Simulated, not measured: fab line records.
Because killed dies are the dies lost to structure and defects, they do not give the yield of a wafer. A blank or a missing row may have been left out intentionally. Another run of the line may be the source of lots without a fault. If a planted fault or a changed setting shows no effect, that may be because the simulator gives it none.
Chamber matching    flow gf180mcu    GF_V4_CVD_02 on pecvd-04: 3 sister chambers
The step deposits SiO2 from TEOS, target thk 850 nm, time 94.851 s. 3 wafers are shown with their chamber, then 7 later ones without.

== EACH WAFER AND ITS CHAMBER ==
wafer   chamber  heater_power_w (W)
L308.4  0        547
L308.6  1        705
L311.3  2        685

== WAFERS WITHOUT THEIR CHAMBER ==
wafer   heater_power_w (W)
L311.4  583
L311.5  676
L312.1  658
L312.5  540
L312.6  705
L319.3  615
L319.6  697

== CHAMBER TAKEN BY EACH ==
wafer    from the rows above            in truth
L311.4   0                              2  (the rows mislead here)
L311.5   can't be placed: 2 or 1        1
L312.1   can't be placed: 2 or 1        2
L312.5   0                              0
L312.6   can't be placed: 1 or 2        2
L319.3   can't be placed: 0 or 2 or 1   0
L319.6   can't be placed: 1 or 2        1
Correct placement for 1 of the 7. Unplaceable from these rows: 5, with the true chamber sitting among the candidates in 5. Number placed wrongly: 1.
How it was worked out, from the rows above alone: a wafer's distance from a chamber is the root of the sum, over the readings, of the square of ((its reading less the chamber's mean) divided by the reading's scatter). The wafer belongs to the nearest chamber; if the next one is less than 2 further off, it can't be placed. A chamber's mean is the mean of its shown wafers. The scatter: with one shown wafer a chamber, the root of the mean of the squares of how far each hidden wafer lies from its nearest shown one.
